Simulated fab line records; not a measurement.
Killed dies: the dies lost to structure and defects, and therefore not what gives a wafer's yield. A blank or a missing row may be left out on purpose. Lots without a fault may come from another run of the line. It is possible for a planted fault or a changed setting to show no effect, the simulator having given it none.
fab line records / flow sky130 / part 2 of 2: steps 44 to 44 of 44
record lots=6 wafers=18 lastDay=50
route steps=708 shown SONOS_TUNNEL@160 SONOS_ONO@168 GATE_OXIDE@187 PAD_OPEN@708
lots that met no fault: taken from a fault-free run of the same line
startH: hours from the record's first day to the start of the lot's first wafer shown / waitH: how many hours have passed since the lot's step before this one / " as in the row above / L1.1+2: a row that stands for several wafers / - no value, or no start was given / * or withheld: withheld / < > ~ a bound
route shown NAME@n: names a module that has steps shown in the file, with the first one's number in the route / usual: average and standard deviation across the fault-free wafers / same: alike in all rows / chamber/n: place in a boat / sites: readings site by site / _std_site: how widely they spread, as a standard deviation / _edge_site: inner sites' mean taken away from outer sites' mean / radiusMm: for every site, how far away it sits from the centre of the wafer / mask NAME#n: copy n / behind: tool/chamber where the wafer was last shaped / hold: why the lot went on hold/how many hours it stayed there/how the hold came to an end / device: the n, p or np transistor that did not switch / end of line: the same wafers' tests at the end of the route / for a step that has no rows: nothing shown but its recipe / killed: dies that structure and defects cost at the first sort, which is not the same as the wafer's yield / map: a wafer's dies, marking killed ones x, the rest . and places with no die _
set.NAME: the run value of the setting; set.NAME@STEP: its run value at that earlier step / model.NAME: the simulator's own value behind a step, which no gauge read
lots seen at some steps along the route; tables by step, rows by wafer
services: a tool's chamber out of use, with start hour (startH, from the record's first day; less than 0 if before it), hours out, and reason
## steps
# step SKY_PAD_OPEN_PROBE_99
# usual killed_at_M0_to_M3=44/7 killed_at_M4_up=3.0/1.9 killedAtContacts=24/5.4 killedAtFrontEnd=15/4.6 killedAtOther=0.3/0.5 killedDies=87/10 killedOpen=47/7 killedShort=40/6.2
# same grossDies=492 killedAtBackSide=0
lot.wafer=L323.2 tool=prober-02 chamber=- startH=1058.44 waitH=0.1 killed_at_M0_to_M3=53 killed_at_M4_up=5 killedAtContacts=28 killedAtFrontEnd=24 killedAtOther=2 killedDies=112 killedOpen=65 killedShort=47 model.etest.sonosErased.driveUaUm=201.5 model.etest.sonosUncharged.rOnOhmUm=813.4 model.etest.capOno.gateLog10ACm2=-7.974 model.etest.capOno.gateBvV=16.38 model.etest.capOno.toxAccNm=12.88 model.etest.sonosProgrammed.vtV=1.497 model.etest.sonosErased.vtV=-2.308 model.etest.sonosBaked.vtV=0.9505
lot.wafer=L323.3 tool=prober-02 chamber=- startH=1058.49 waitH=0.2 killed_at_M0_to_M3=48 killed_at_M4_up=3 killedAtContacts=21 killedAtFrontEnd=19 killedAtOther=0 killedDies=91 killedOpen=51 killedShort=40 model.etest.sonosErased.driveUaUm=203.6 model.etest.sonosUncharged.rOnOhmUm=788.7 model.etest.capOno.gateLog10ACm2=-7.744 model.etest.capOno.gateBvV=16.38 model.etest.capOno.toxAccNm=12.79 model.etest.sonosProgrammed.vtV=1.57 model.etest.sonosErased.vtV=-2.356 model.etest.sonosBaked.vtV=1.029
lot.wafer=L323.5 tool=prober-02 chamber=- startH=1058.59 waitH=0.2 killed_at_M0_to_M3=47 killed_at_M4_up=0 killedAtContacts=27 killedAtFrontEnd=10 killedAtOther=0 killedDies=84 killedOpen=48 killedShort=36 model.etest.sonosErased.driveUaUm=232.2 model.etest.sonosUncharged.rOnOhmUm=798.4 model.etest.capOno.gateLog10ACm2=-7.721 model.etest.capOno.gateBvV=16.07 model.etest.capOno.toxAccNm=12.76 model.etest.sonosProgrammed.vtV=1.508 model.etest.sonosErased.vtV=-2.383 model.etest.sonosBaked.vtV=1.003
lot.wafer=L329.4 tool=prober-02 chamber=- startH=1117.61 waitH=0.2 killed_at_M0_to_M3=31 killed_at_M4_up=3 killedAtContacts=27 killedAtFrontEnd=15 killedAtOther=1 killedDies=77 killedOpen=34 killedShort=43 model.etest.sonosErased.driveUaUm=137.1 model.etest.sonosUncharged.rOnOhmUm=823.3 model.etest.capOno.gateLog10ACm2=-8.179 model.etest.capOno.gateBvV=16.29 model.etest.capOno.toxAccNm=13 model.etest.sonosProgrammed.vtV=1.382 model.etest.sonosErased.vtV=-2.148 model.etest.sonosBaked.vtV=0.8996
lot.wafer=L329.5 tool=prober-02 chamber=- startH=1117.66 waitH=0.2 killed_at_M0_to_M3=36 killed_at_M4_up=5 killedAtContacts=22 killedAtFrontEnd=24 killedAtOther=0 killedDies=87 killedOpen=43 killedShort=44 model.etest.sonosErased.driveUaUm=200 model.etest.sonosUncharged.rOnOhmUm=831.5 model.etest.capOno.gateLog10ACm2=-8.08 model.etest.capOno.gateBvV=16.28 model.etest.capOno.toxAccNm=12.98 model.etest.sonosProgrammed.vtV=1.458 model.etest.sonosErased.vtV=-2.268 model.etest.sonosBaked.vtV=0.9719
lot.wafer=L329.6 tool=prober-02 chamber=- startH=1117.71 waitH=0.2 killed_at_M0_to_M3=45 killed_at_M4_up=7 killedAtContacts=29 killedAtFrontEnd=18 killedAtOther=0 killedDies=99 killedOpen=46 killedShort=53 model.etest.sonosErased.driveUaUm=206 model.etest.sonosUncharged.rOnOhmUm=817.2 model.etest.capOno.gateLog10ACm2=-8.074 model.etest.capOno.gateBvV=16.25 model.etest.capOno.toxAccNm=12.94 model.etest.sonosProgrammed.vtV=1.435 model.etest.sonosErased.vtV=-2.283 model.etest.sonosBaked.vtV=0.9418
lot.wafer=L333.1 tool=prober-01 chamber=- startH=1138.62 waitH=0.1 killed_at_M0_to_M3=41 killed_at_M4_up=4 killedAtContacts=30 killedAtFrontEnd=13 killedAtOther=0 killedDies=88 killedOpen=45 killedShort=43 model.etest.sonosErased.driveUaUm=191.7 model.etest.sonosUncharged.rOnOhmUm=811.6 model.etest.capOno.gateLog10ACm2=-7.715 model.etest.capOno.gateBvV=16.34 model.etest.capOno.toxAccNm=12.67 model.etest.sonosProgrammed.vtV=1.544 model.etest.sonosErased.vtV=-2.369 model.etest.sonosBaked.vtV=1.021
lot.wafer=L333.5 tool=prober-01 chamber=- startH=1138.82 waitH=0.2 killed_at_M0_to_M3=46 killed_at_M4_up=3 killedAtContacts=30 killedAtFrontEnd=13 killedAtOther=0 killedDies=92 killedOpen=51 killedShort=41 model.etest.sonosErased.driveUaUm=221.9 model.etest.sonosUncharged.rOnOhmUm=785 model.etest.capOno.gateLog10ACm2=-7.635 model.etest.capOno.gateBvV=16.37 model.etest.capOno.toxAccNm=12.68 model.etest.sonosProgrammed.vtV=1.542 model.etest.sonosErased.vtV=-2.405 model.etest.sonosBaked.vtV=1.024
lot.wafer=L333.6 tool=prober-01 chamber=- startH=1138.87 waitH=0.2 killed_at_M0_to_M3=50 killed_at_M4_up=2 killedAtContacts=29 killedAtFrontEnd=9 killedAtOther=1 killedDies=91 killedOpen=50 killedShort=41 model.etest.sonosErased.driveUaUm=176.1 model.etest.sonosUncharged.rOnOhmUm=804.1 model.etest.capOno.gateLog10ACm2=-7.738 model.etest.capOno.gateBvV=16.4 model.etest.capOno.toxAccNm=12.74 model.etest.sonosProgrammed.vtV=1.553 model.etest.sonosErased.vtV=-2.334 model.etest.sonosBaked.vtV=0.9802
lot.wafer=L336.1 tool=prober-01 chamber=- startH=1145.10 waitH=0.1 killed_at_M0_to_M3=42 killed_at_M4_up=3 killedAtContacts=24 killedAtFrontEnd=9 killedAtOther=1 killedDies=79 killedOpen=45 killedShort=34 model.etest.sonosErased.driveUaUm=182.2 model.etest.sonosUncharged.rOnOhmUm=805.7 model.etest.capOno.gateLog10ACm2=-7.831 model.etest.capOno.gateBvV=16.91 model.etest.capOno.toxAccNm=12.82 model.etest.sonosProgrammed.vtV=1.501 model.etest.sonosErased.vtV=-2.332 model.etest.sonosBaked.vtV=0.983
lot.wafer=L336.3 tool=prober-01 chamber=- startH=1145.20 waitH=0.2 killed_at_M0_to_M3=45 killed_at_M4_up=8 killedAtContacts=37 killedAtFrontEnd=10 killedAtOther=0 killedDies=100 killedOpen=57 killedShort=43 model.etest.sonosErased.driveUaUm=194.3 model.etest.sonosUncharged.rOnOhmUm=809.5 model.etest.capOno.gateLog10ACm2=-8.104 model.etest.capOno.gateBvV=16.57 model.etest.capOno.toxAccNm=12.97 model.etest.sonosProgrammed.vtV=1.386 model.etest.sonosErased.vtV=-2.282 model.etest.sonosBaked.vtV=0.962
lot.wafer=L336.4 tool=prober-01 chamber=- startH=1145.25 waitH=0.2 killed_at_M0_to_M3=56 killed_at_M4_up=2 killedAtContacts=44 killedAtFrontEnd=16 killedAtOther=0 killedDies=118 killedOpen=75 killedShort=43 model.etest.sonosErased.driveUaUm=211.1 model.etest.sonosUncharged.rOnOhmUm=802.6 model.etest.capOno.gateLog10ACm2=-7.922 model.etest.capOno.gateBvV=16.36 model.etest.capOno.toxAccNm=12.84 model.etest.sonosProgrammed.vtV=1.491 model.etest.sonosErased.vtV=-2.338 model.etest.sonosBaked.vtV=0.9348
lot.wafer=L346.1 tool=prober-02 chamber=- startH=1197.22 waitH=0.1 killed_at_M0_to_M3=58 killed_at_M4_up=8 killedAtContacts=33 killedAtFrontEnd=11 killedAtOther=1 killedDies=111 killedOpen=52 killedShort=59 model.etest.sonosErased.driveUaUm=145.5 model.etest.sonosUncharged.rOnOhmUm=838.8 model.etest.capOno.gateLog10ACm2=-8.745 model.etest.capOno.gateBvV=17.18 model.etest.capOno.toxAccNm=13.53 model.etest.sonosProgrammed.vtV=1.128 model.etest.sonosErased.vtV=-1.968 model.etest.sonosBaked.vtV=0.7354
lot.wafer=L346.4 tool=prober-02 chamber=- startH=1197.37 waitH=0.2 killed_at_M0_to_M3=43 killed_at_M4_up=0 killedAtContacts=21 killedAtFrontEnd=23 killedAtOther=0 killedDies=87 killedOpen=41 killedShort=46 model.etest.sonosErased.driveUaUm=159.6 model.etest.sonosUncharged.rOnOhmUm=848.5 model.etest.capOno.gateLog10ACm2=-8.779 model.etest.capOno.gateBvV=17.69 model.etest.capOno.toxAccNm=13.58 model.etest.sonosProgrammed.vtV=1.069 model.etest.sonosErased.vtV=-1.954 model.etest.sonosBaked.vtV=0.7147
lot.wafer=L346.5 tool=prober-02 chamber=- startH=1197.42 waitH=0.2 killed_at_M0_to_M3=51 killed_at_M4_up=1 killedAtContacts=19 killedAtFrontEnd=12 killedAtOther=0 killedDies=83 killedOpen=46 killedShort=37 model.etest.sonosErased.driveUaUm=151.3 model.etest.sonosUncharged.rOnOhmUm=843.4 model.etest.capOno.gateLog10ACm2=-8.761 model.etest.capOno.gateBvV=17.09 model.etest.capOno.toxAccNm=13.62 model.etest.sonosProgrammed.vtV=1.107 model.etest.sonosErased.vtV=-1.963 model.etest.sonosBaked.vtV=0.6544
lot.wafer=L345.4 tool=prober-02 chamber=- startH=1201.68 waitH=0.2 killed_at_M0_to_M3=42 killed_at_M4_up=3 killedAtContacts=23 killedAtFrontEnd=11 killedAtOther=0 killedDies=79 killedOpen=49 killedShort=30 model.etest.sonosErased.driveUaUm=183.1 model.etest.sonosUncharged.rOnOhmUm=835.2 model.etest.capOno.gateLog10ACm2=-8.417 model.etest.capOno.gateBvV=16.7 model.etest.capOno.toxAccNm=13.28 model.etest.sonosProgrammed.vtV=1.282 model.etest.sonosErased.vtV=-2.169 model.etest.sonosBaked.vtV=0.7536
lot.wafer=L345.5 tool=prober-02 chamber=- startH=1201.73 waitH=0.2 killed_at_M0_to_M3=44 killed_at_M4_up=2 killedAtContacts=28 killedAtFrontEnd=15 killedAtOther=1 killedDies=90 killedOpen=41 killedShort=49 model.etest.sonosErased.driveUaUm=164.5 model.etest.sonosUncharged.rOnOhmUm=836.5 model.etest.capOno.gateLog10ACm2=-8.398 model.etest.capOno.gateBvV=16.51 model.etest.capOno.toxAccNm=13.25 model.etest.sonosProgrammed.vtV=1.319 model.etest.sonosErased.vtV=-2.137 model.etest.sonosBaked.vtV=0.8212
lot.wafer=L345.6 tool=prober-02 chamber=- startH=1201.78 waitH=0.2 killed_at_M0_to_M3=35 killed_at_M4_up=2 killedAtContacts=20 killedAtFrontEnd=11 killedAtOther=1 killedDies=69 killedOpen=36 killedShort=33 model.etest.sonosErased.driveUaUm=159.9 model.etest.sonosUncharged.rOnOhmUm=837.4 model.etest.capOno.gateLog10ACm2=-8.409 model.etest.capOno.gateBvV=16.99 model.etest.capOno.toxAccNm=13.34 model.etest.sonosProgrammed.vtV=1.168 model.etest.sonosErased.vtV=-2.092 model.etest.sonosBaked.vtV=0.7532
# killed by level:class
L323.2 LI_CONTACT:geometricParticle:open=13 VIA2:geometricParticle:open=10 CONTACT:geometricParticle:open=9 VIA1:geometricParticle:open=8 POLY_GATE:geometricParticle:short=7 METAL3:geometricParticle:short=7 POLY_GATE:geometricParticle:open=6 VIA3:geometricParticle:open=6
L323.3 VIA1:geometricParticle:open=13 CONTACT:geometricParticle:open=8 FIELD_ISO:geometricParticle:short=6 POLY_GATE:geometricParticle:open=6 LI_CONTACT:geometricParticle:open=6 VIA3:geometricParticle:open=6 METAL1:geometricParticle:short=6 VIA2:geometricParticle:open=6
L323.5 VIA1:geometricParticle:open=10 CONTACT:geometricParticle:short=9 VIA3:geometricParticle:open=9 CONTACT:geometricParticle:open=8 LI_CONTACT:geometricParticle:open=7 VIA1:geometricParticle:short=6 METAL2:geometricParticle:short=6 VIA2:geometricParticle:open=5
L329.4 LOCAL_INTERCONNECT:geometricParticle:short=7 LI_CONTACT:geometricParticle:open=6 CONTACT:geometricParticle:open=6 FIELD_ISO:geometricParticle:short=5 POLY_GATE:geometricParticle:short=4 LI_CONTACT:geometricParticle:short=4 CONTACT:geometricParticle:short=4 METAL1:geometricParticle:short=4
L329.5 METAL1:geometricParticle:short=11 POLY_GATE:geometricParticle:open=9 CONTACT:geometricParticle:short=8 VIA1:geometricParticle:open=8 CONTACT:geometricParticle:open=7 FIELD_ISO:geometricParticle:open=5 POLY_GATE:geometricParticle:short=4 LI_CONTACT:geometricParticle:short=4
L329.6 CONTACT:geometricParticle:open=12 METAL1:geometricParticle:short=9 METAL2:geometricParticle:short=9 VIA1:geometricParticle:open=8 LOCAL_INTERCONNECT:geometricParticle:short=7 POLY_GATE:geometricParticle:open=5 LI_CONTACT:geometricParticle:open=5 METAL4:geometricParticle:short=5
L333.1 CONTACT:geometricParticle:open=12 VIA1:geometricParticle:open=7 CONTACT:geometricParticle:short=6 VIA3:geometricParticle:open=6 POLY_GATE:geometricParticle:open=5 LI_CONTACT:geometricParticle:open=5 METAL1:geometricParticle:short=5 VIA2:geometricParticle:short=5
L333.5 VIA1:geometricParticle:open=11 CONTACT:geometricParticle:open=9 METAL1:geometricParticle:short=9 POLY_GATE:geometricParticle:open=7 LI_CONTACT:geometricParticle:open=7 LOCAL_INTERCONNECT:geometricParticle:short=5 CONTACT:geometricParticle:short=5 VIA1:geometricParticle:short=4
L333.6 CONTACT:geometricParticle:open=12 VIA3:geometricParticle:open=9 VIA1:geometricParticle:open=8 LI_CONTACT:geometricParticle:open=7 METAL1:geometricParticle:short=7 CONTACT:geometricParticle:short=6 VIA1:geometricParticle:short=6 VIA2:geometricParticle:open=6
L336.1 CONTACT:geometricParticle:open=12 VIA3:geometricParticle:open=8 VIA1:geometricParticle:open=7 VIA2:geometricParticle:open=6 LOCAL_INTERCONNECT:geometricParticle:short=5 METAL1:geometricParticle:short=5 METAL1:geometricParticle:open=4 METAL2:geometricParticle:short=4
L336.3 CONTACT:geometricParticle:open=16 CONTACT:geometricParticle:short=9 VIA1:geometricParticle:open=8 LI_CONTACT:geometricParticle:open=8 METAL1:geometricParticle:short=8 METAL4:geometricParticle:short=6 VIA3:geometricParticle:open=6 VIA3:geometricParticle:short=5
L336.4 VIA1:geometricParticle:open=20 CONTACT:geometricParticle:open=15 CONTACT:geometricParticle:short=12 LI_CONTACT:geometricParticle:open=11 FIELD_ISO:geometricParticle:open=7 VIA2:geometricParticle:open=7 VIA3:geometricParticle:open=7 METAL1:geometricParticle:short=6
L346.1 VIA1:geometricParticle:open=13 METAL2:geometricParticle:short=13 LI_CONTACT:geometricParticle:open=12 CONTACT:geometricParticle:short=9 CONTACT:geometricParticle:open=8 VIA1:geometricParticle:short=8 METAL4:geometricParticle:short=6 FIELD_ISO:geometricParticle:short=4
L346.4 VIA1:geometricParticle:open=9 FIELD_ISO:geometricParticle:short=7 CONTACT:geometricParticle:open=7 POLY_GATE:geometricParticle:short=5 METAL2:geometricParticle:short=5 VIA3:geometricParticle:short=5 FIELD_ISO:geometricParticle:open=4 POLY_GATE:geometricParticle:open=4
L346.5 VIA1:geometricParticle:open=11 CONTACT:geometricParticle:open=9 VIA3:geometricParticle:open=6 METAL1:geometricParticle:short=6 VIA2:geometricParticle:open=6 LI_CONTACT:geometricParticle:open=5 METAL2:geometricParticle:short=5 FIELD_ISO:geometricParticle:open=4
L345.4 VIA1:geometricParticle:open=11 LOCAL_INTERCONNECT:geometricParticle:short=7 VIA3:geometricParticle:open=7 VIA2:geometricParticle:open=6 CONTACT:geometricParticle:open=6 METAL2:geometricParticle:short=6 LI_CONTACT:geometricParticle:open=5 FIELD_ISO:geometricParticle:short=3
L345.5 VIA1:geometricParticle:open=11 CONTACT:geometricParticle:short=9 CONTACT:geometricParticle:open=7 VIA2:geometricParticle:open=6 METAL2:geometricParticle:short=6 LOCAL_INTERCONNECT:geometricParticle:short=5 VIA1:geometricParticle:short=5 FIELD_ISO:geometricParticle:short=4
L345.6 CONTACT:geometricParticle:open=9 VIA1:geometricParticle:open=7 VIA2:geometricParticle:open=7 METAL1:geometricParticle:short=5 VIA3:geometricParticle:short=5 LI_CONTACT:geometricParticle:open=4 LOCAL_INTERCONNECT:geometricParticle:short=4 VIA2:geometricParticle:short=4
## services
tool=rieDiel-01 chamber=2 startH=219.80 hours=8.7 kind=repair
tool=rieDiel-01 chamber=- startH=220.41 hours=0.7 kind=repair
tool=plasmaAsher-04 chamber=- startH=234.66 hours=15.0 kind=repair
tool=rieDiel-03 chamber=0 startH=236.28 hours=4.9 kind=repair
tool=lpcvd-03 chamber=- startH=236.72 hours=1.0 kind=repair
tool=rieDiel-02 chamber=- startH=254.42 hours=0.4 kind=repair
tool=lpcvd-03 chamber=- startH=259.43 hours=6.0 kind=pm
tool=rieDiel-03 chamber=- startH=265.23 hours=1.0 kind=repair
tool=rieDiel-01 chamber=3 startH=271.64 hours=5.6 kind=repair
tool=rieDiel-01 chamber=1 startH=300.25 hours=12.6 kind=repair
tool=rieDiel-03 chamber=- startH=300.60 hours=0.2 kind=repair
tool=rieDiel-02 chamber=2 startH=316.24 hours=5.1 kind=repair
tool=rieDiel-02 chamber=3 startH=330.25 hours=13.1 kind=repair
tool=plasmaAsher-04 chamber=- startH=336.06 hours=1.0 kind=repair
tool=lpcvd-03 chamber=- startH=352.72 hours=1.7 kind=repair
tool=rieDiel-01 chamber=0 startH=356.44 hours=1.8 kind=repair
tool=rieDiel-03 chamber=2 startH=378.16 hours=7.5 kind=repair
tool=rieDiel-02 chamber=1 startH=392.61 hours=9.8 kind=repair
tool=plasmaAsher-01 chamber=- startH=421.32 hours=9.0 kind=pm
tool=rieDiel-02 chamber=3 startH=428.64 hours=23.1 kind=repair
tool=rieDiel-03 chamber=1 startH=462.33 hours=10.2 kind=repair
tool=rieDiel-03 chamber=3 startH=474.51 hours=3.1 kind=repair
tool=plasmaAsher-01 chamber=- startH=496.56 hours=2.8 kind=pm
tool=plasmaAsher-01 chamber=- startH=505.16 hours=2.3 kind=repair
## key
firstSign step=SKY_SONOS_ONO_CVD_04 reading=pressureMtorr direction=up sigmas=99+ usual=400.1 struck=481.1
effect step=SKY_SONOS_ONO_THK_MEAS_05 reading=SONOS_ONO_CVD_04_THK direction=up sigmas=5.4 usual=5.67 struck=6.35
modelEffect step=SKY_SONOS_ONO_CVD_04 value=SiO2_of_SONOS_ONO_CVD_04.thkNm without=5.792 struck=6.338
modelEffect step=SKY_GATE_OXIDE_CLEAN_15 value=SiO2_of_SONOS_ONO_CVD_04.thkNm without=4.281 struck=4.827
modelEffect step=SKY_PAD_OPEN_PROBE_99 value=etest.sonosErased.driveUaUm without=190.5 struck=160.7
metAt SKY_SONOS_ONO_CVD_04
struckWafers L345.4,L345.5,L345.6,L346.1,L346.4,L346.5
testerLeftOut L345,L346
onsetBetween 356.31 442.75
fault kind=processParameterDrift tool=lpcvd-03 chamber=- onsetH=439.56 steps=SKY_SONOS_ONO_CVD_04 channel=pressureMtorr offset=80 shape=step endH=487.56 stated=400
# testerLeftOut: of these lots the tester's yield and bins aren't shown, on N5 and GAA mostly nor the transistor test; their killed dies are dies lost to structure and defects alone, not to doping, threshold or leakage, so they don't give the yield
